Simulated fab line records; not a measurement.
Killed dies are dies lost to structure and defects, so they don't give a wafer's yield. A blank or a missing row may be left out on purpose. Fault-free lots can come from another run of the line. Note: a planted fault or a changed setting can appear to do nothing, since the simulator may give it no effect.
Which tool was responsible? + flow sky130 + 15 lots with 45 wafers sampled at 6 steps, on a route of 708 steps

WHAT THE GAUGES SHOWED, per wafer
SKY_FIELD_ISO_THK_MEAS_23. Usual: FIELD_ISO_OXIDATION_01_THK gives 9.98 nm (standard deviation 0.17).
| lot  | measured    | on            | FIELD_ISO_OXIDATION_01_THK (nm) | flag |
|------|-------------|---------------|---------------------------------|------|
| L207 | day 2 12:25 | film_metro-01 | 10.07 10.10 10.04               |      |
| L208 | day 2 16:08 | film_metro-01 | 10.01 10.06 10.07               |      |
| L210 | day 3 03:23 | film_metro-01 | 9.67 10.04 9.87                 |      |
| L211 | day 3 08:13 | film_metro-02 | 9.97 9.92 9.89                  |      |
| L212 | day 3 12:02 | film_metro-01 | 9.90 9.83 9.80                  |      |
| L213 | day 3 19:00 | film_metro-02 | 10.05 10.05 9.94                |      |
| L214 | day 4 00:53 | film_metro-01 | 10.04 10.12 10.18               |      |
| L216 | day 4 09:29 | film_metro-02 | 9.77 10.02 9.84                 |      |
| L218 | day 4 21:11 | film_metro-03 | 9.91 9.86 9.97                  |      |
| L219 | day 5 03:37 | film_metro-01 | 9.56 9.70 9.65                  |      |
| L220 | day 5 07:58 | film_metro-02 | 9.88 9.97 9.98                  |      |
| L224 | day 6 06:22 | film_metro-02 | 9.99 10.25 10.30                |      |
| L226 | day 6 18:39 | film_metro-03 | 10.10 10.11 10.01               |      |
| L227 | day 6 20:02 | film_metro-01 | 9.86 9.99 9.88                  |      |
| L228 | day 7 04:37 | film_metro-03 | 9.94 9.81 9.94                  |      |

SKY_NWELL_OVL_MEAS_10. Usual: NWELL_00_OVL gives 0.5 nm (standard deviation 1.3).
| lot  | measured     | on         | NWELL_00_OVL (nm) | flag |
|------|--------------|------------|-------------------|------|
| L207 | day 4 16:55  | overlay-02 | 1.9 1.4 0.2       |      |
| L208 | day 4 23:29  | overlay-01 | 1.6 0.1 1.4       |      |
| L210 | day 5 14:17  | overlay-01 | 1.1 1.4 -0.2      |      |
| L211 | day 5 16:34  | overlay-01 | 1.7 -1.0 0.9      |      |
| L212 | day 5 21:43  | overlay-01 | 0.1 -0.3 -0.8     |      |
| L213 | day 6 06:43  | overlay-02 | 0.7 -0.2 0.2      |      |
| L214 | day 6 09:37  | overlay-02 | 2.5 2.6 3.2       |      |
| L216 | day 6 23:37  | overlay-01 | -0.5 1.2 -0.8     |      |
| L218 | day 7 13:43  | overlay-02 | 0.3 1.1 -0.4      |      |
| L219 | day 7 15:40  | overlay-01 | -0.8 0.4 -0.2     |      |
| L220 | day 8 00:01  | overlay-01 | -0.9 -0.3 0.6     |      |
| L224 | day 8 22:46  | overlay-02 | -0.2 -2.0 1.3     |      |
| L226 | day 9 12:07  | overlay-02 | 0.2 0.4 1.2       |      |
| L227 | day 9 14:52  | overlay-02 | 0.9 0.7 -0.1      |      |
| L228 | day 10 01:02 | overlay-02 | -0.9 -0.4 1.8     |      |

SKY_NWELL_TW_MEAS_26. Usual: NWELL_2_TW gives 497.6 (standard deviation 2.5).
| lot  | measured     | on            | NWELL_2_TW        | flag |
|------|--------------|---------------|-------------------|------|
| L207 | day 5 11:10  | film_metro-03 | 500.9 500.7 499.2 |      |
| L208 | day 5 18:01  | film_metro-04 | 500.3 499.7 501.4 |      |
| L210 | day 6 09:16  | film_metro-03 | 493.8 496.6 493.7 |      |
| L211 | day 6 11:24  | film_metro-03 | 494.4 495.5 496.8 |      |
| L212 | day 6 17:25  | film_metro-01 | 498.0 501.1 498.6 |      |
| L213 | day 7 02:03  | film_metro-04 | 497.1 495.6 496.0 |      |
| L214 | day 7 05:57  | film_metro-04 | 497.0 496.2 494.9 |      |
| L216 | day 7 19:52  | film_metro-03 | 494.8 496.2 495.1 |      |
| L218 | day 8 09:55  | film_metro-04 | 500.4 498.6 499.1 |      |
| L219 | day 8 12:58  | film_metro-04 | 500.4 498.2 501.2 |      |
| L220 | day 8 20:54  | film_metro-04 | 502.4 503.3 502.0 |      |
| L224 | day 9 19:00  | film_metro-01 | 497.8 499.2 498.6 |      |
| L226 | day 10 09:57 | film_metro-04 | 500.8 498.1 499.4 |      |
| L227 | day 10 13:43 | film_metro-01 | 494.0 494.8 495.7 |      |
| L228 | day 11 00:31 | film_metro-03 | 497.2 497.6 498.5 |      |

SKY_VT_ADJUST_HVTP_TW_MEAS_11. Usual: VT_ADJUST_HVTP_TW gives 1356 (standard deviation 7).
| lot  | measured     | on            | VT_ADJUST_HVTP_TW | flag |
|------|--------------|---------------|-------------------|------|
| L207 | day 6 05:26  | film_metro-02 | 1356 1351 1357    |      |
| L208 | day 6 13:41  | film_metro-04 | 1354 1353 1348    |      |
| L210 | day 7 05:14  | film_metro-03 | 1360 1363 1357    |      |
| L211 | day 7 07:19  | film_metro-04 | 1353 1346 1355    |      |
| L212 | day 7 13:59  | film_metro-03 | 1362 1356 1360    |      |
| L213 | day 7 22:57  | film_metro-04 | 1353 1344 1343    |      |
| L214 | day 8 02:58  | film_metro-02 | 1350 1339 1344    |      |
| L216 | day 8 16:35  | film_metro-03 | 1356 1351 1355    |      |
| L218 | day 9 07:20  | film_metro-02 | 1367 1366 1366    |      |
| L219 | day 9 09:53  | film_metro-02 | 1358 1361 1360    |      |
| L220 | day 9 17:37  | film_metro-04 | 1361 1359 1351    |      |
| L224 | day 10 17:23 | film_metro-04 | 1362 1366 1359    |      |
| L226 | day 11 08:49 | film_metro-04 | 30 30 30          | OFF  |
| L227 | day 11 13:21 | film_metro-03 | 30 30 30          | OFF  |
| L228 | day 12 00:59 | film_metro-04 | 30 30 30          | OFF  |

WHICH TOOL RAN EACH LOT (tool, then ch and the chambers of the sampled wafers, then the start)
| lot  | SKY_NWELL_STRIP_25                   | SKY_VT_ADJUST_HVTP_STRIP_10          |
|------|--------------------------------------|--------------------------------------|
| L207 | plasma_asher-03 ch 0,1, day 5 11:04  | plasma_asher-02 ch 0,1, day 6 05:19  |
| L208 | plasma_asher-04 ch 0,1, day 5 17:56  | plasma_asher-03 ch 0,1, day 6 13:36  |
| L210 | plasma_asher-03 ch 0,1, day 6 09:10  | plasma_asher-03 ch 0,1, day 7 05:07  |
| L211 | plasma_asher-03 ch 0,1, day 6 11:18  | plasma_asher-02 ch 0,1, day 7 07:13  |
| L212 | plasma_asher-03 ch 0,1, day 6 17:19  | plasma_asher-03 ch 0, day 7 13:53    |
| L213 | plasma_asher-03 ch 0,1, day 7 01:57  | plasma_asher-03 ch 0,1, day 7 22:51  |
| L214 | plasma_asher-01 ch 0,1, day 7 05:51  | plasma_asher-03 ch 0, day 8 02:52    |
| L216 | plasma_asher-01 ch 0,1, day 7 19:45  | plasma_asher-03 ch 0,1, day 8 16:29  |
| L218 | plasma_asher-03 ch 0, day 8 09:48    | plasma_asher-04 ch 0,1, day 9 07:14  |
| L219 | plasma_asher-03 ch 0,1, day 8 12:53  | plasma_asher-04 ch 0,1, day 9 09:48  |
| L220 | plasma_asher-01 ch 0,1, day 8 20:48  | plasma_asher-03 ch 0,1, day 9 17:31  |
| L224 | plasma_asher-03 ch 0,1, day 9 18:54  | plasma_asher-04 ch 0,1, day 10 17:17 |
| L226 | plasma_asher-03 ch 0,1, day 10 09:51 | plasma_asher-04 ch 0,1, day 11 08:43 |
| L227 | plasma_asher-03 ch 0,1, day 10 13:38 | plasma_asher-03 ch 0,1, day 11 13:16 |
| L228 | plasma_asher-03 ch 0,1, day 11 00:26 | plasma_asher-03 ch 0,1, day 12 00:54 |
- SKY_NWELL_STRIP_25: strips in O2/N2.
- SKY_VT_ADJUST_HVTP_STRIP_10: strips in O2/N2.

AS READ BY THE TOOLS THEMSELVES (means over the sampled wafers that have a number; for cases with no such wafer, the mark the record gives instead)
SKY_NWELL_STRIP_25. Usual: chamber_pressure_mTorr 1499.9 mTorr, standard deviation 1.4; drypump_motor_current_A 6.0 A, standard deviation 0.42; o2_flow_sccm 2999 sccm, standard deviation 9.8; oes_product_au 0.722 a.u., standard deviation 0.0045; strip_time_to_endpoint_s 36.89 s, standard deviation 0.091.
| lot  | tool            | chamber_pressure_mTorr (mTorr) | drypump_motor_current_A (A) | o2_flow_sccm (sccm) | oes_product_au (a.u.) | strip_time_to_endpoint_s (s) | flag |
|------|-----------------|--------------------------------|-----------------------------|---------------------|-----------------------|------------------------------|------|
| L207 | plasma_asher-03 | 1501.0                         | 6.2                         | 3000                | 0.724                 | 36.72                        |      |
| L208 | plasma_asher-04 | 1500.7                         | 6.2                         | 3005                | 0.722                 | 37.05                        |      |
| L210 | plasma_asher-03 | 1499.5                         | 6.2                         | 2986                | 0.723                 | 36.78                        |      |
| L211 | plasma_asher-03 | 1499.2                         | 6.2                         | 2995                | 0.716                 | 36.91                        |      |
| L212 | plasma_asher-03 | 1499.9                         | 6.2                         | 3013                | 0.724                 | 36.88                        |      |
| L213 | plasma_asher-03 | 1499.9                         | 6.2                         | 2996                | 0.724                 | 36.92                        |      |
| L214 | plasma_asher-01 | 1499.7                         | 5.5                         | 2992                | 0.725                 | 36.98                        |      |
| L216 | plasma_asher-01 | 1499.6                         | 5.2                         | 2991                | 0.722                 | 36.97                        |      |
| L218 | plasma_asher-03 | 1499.5                         | 6.2                         | 2995                | 0.728                 | 36.81                        |      |
| L219 | plasma_asher-03 | 1499.1                         | 6.2                         | 3001                | 0.725                 | 36.90                        |      |
| L220 | plasma_asher-01 | 1502.0                         | 5.5                         | 2992                | 0.725                 | 36.95                        |      |
| L224 | plasma_asher-03 | 1498.4                         | 6.2                         | 3005                | 0.724                 | 36.81                        |      |
| L226 | plasma_asher-03 | -                              | -                           | -                   | -                     | -                            | OFF  |
| L227 | plasma_asher-03 | -                              | -                           | -                   | -                     | -                            | OFF  |
| L228 | plasma_asher-03 | -                              | -                           | -                   | -                     | -                            | OFF  |

SKY_VT_ADJUST_HVTP_STRIP_10. Usual: chamber_pressure_mTorr 1500.0 mTorr, standard deviation 1.3; drypump_motor_current_A 6.0 A, standard deviation 0.36; o2_flow_sccm 2998 sccm, standard deviation 9.7; oes_product_au 0.716 a.u., standard deviation 0.0046; strip_time_to_endpoint_s 14.16 s, standard deviation 0.039.
| lot  | tool            | chamber_pressure_mTorr (mTorr) | drypump_motor_current_A (A) | o2_flow_sccm (sccm) | oes_product_au (a.u.) | strip_time_to_endpoint_s (s) | flag |
|------|-----------------|--------------------------------|-----------------------------|---------------------|-----------------------|------------------------------|------|
| L207 | plasma_asher-02 | 1499.9                         | 5.6                         | 2999                | 0.713                 | 14.14                        |      |
| L208 | plasma_asher-03 | 1499.2                         | 6.2                         | 3006                | 0.716                 | 14.16                        |      |
| L210 | plasma_asher-03 | 1499.9                         | 6.2                         | 3002                | 0.717                 | 14.19                        |      |
| L211 | plasma_asher-02 | 1499.4                         | 5.7                         | 2997                | 0.716                 | 14.18                        |      |
| L212 | plasma_asher-03 | 1499.7                         | 6.2                         | 3001                | 0.719                 | 14.18                        |      |
| L213 | plasma_asher-03 | 1499.7                         | 6.2                         | 2999                | 0.713                 | 14.14                        |      |
| L214 | plasma_asher-03 | 1499.6                         | 6.2                         | 2989                | 0.710                 | 14.18                        |      |
| L216 | plasma_asher-03 | 1499.4                         | 6.2                         | 2994                | 0.715                 | 14.21                        |      |
| L218 | plasma_asher-04 | 1500.0                         | 6.2                         | 3002                | 0.717                 | 14.14                        |      |
| L219 | plasma_asher-04 | 1501.1                         | 6.2                         | 2997                | 0.715                 | 14.16                        |      |
| L220 | plasma_asher-03 | 1499.9                         | 6.2                         | 2993                | 0.718                 | 14.21                        |      |
| L224 | plasma_asher-04 | 1499.5                         | 6.0                         | 2990                | 0.717                 | 14.15                        |      |
| L226 | plasma_asher-04 | 1499.9                         | 6.1                         | 3002                | 0.728                 | 58.66                        | OFF  |
| L227 | plasma_asher-03 | 1499.9                         | 6.2                         | 2999                | 0.733                 | 58.77                        | OFF  |
| L228 | plasma_asher-03 | 1498.9                         | 6.2                         | 2993                | 0.730                 | 58.39                        | OFF  |

THE ANSWER, worked out from the rows above alone
Rule: a lot is off if the mean of its wafers that have a number lies more than 3 standard deviations from the usual mean. A lot without any number at a reading at which 4 lots or more have one is off too. All remaining lots with rows at the step are treated as sound. Order of review: gauges by route order, followed by the tools' own readings, for which a lot's mean as printed above is used. The first step at which some lot is off is used, and at that step the reading that is off furthest; a lot without a number counts as furthest.
Off: L226, L227, L228, seen at SKY_VT_ADJUST_HVTP_TW_MEAS_11 (VT_ADJUST_HVTP_TW).
A tool fits if, at a process step before that reading, it ran every lot that is off, and no sound lot after the first of them. The gauges at SKY_VT_ADJUST_HVTP_TW_MEAS_11 aren't tried: what is off there is off at SKY_NWELL_STRIP_25 too, on other tools, and a gauge's error can't cause that. One fits: SKY_NWELL_STRIP_25 on plasma_asher-03. Its last sound lot is L224 (day 9 18:54), its first lot that is off L226 (day 10 09:51): a fault that began between those two fits.
Blank at SKY_NWELL_STRIP_25 on the lots that are off, where sound lots have numbers: chamber_pressure_mTorr, drypump_motor_current_A, o2_flow_sccm, oes_product_au, strip_time_to_endpoint_s.

WHAT THE SIMULATOR PUT IN
Whole step skipped at SKY_NWELL_STRIP_25 on plasma_asher-03, starting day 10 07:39. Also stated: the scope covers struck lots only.
Struck lots among those shown: L226, L227, L228. The rule given above showed the same thing.
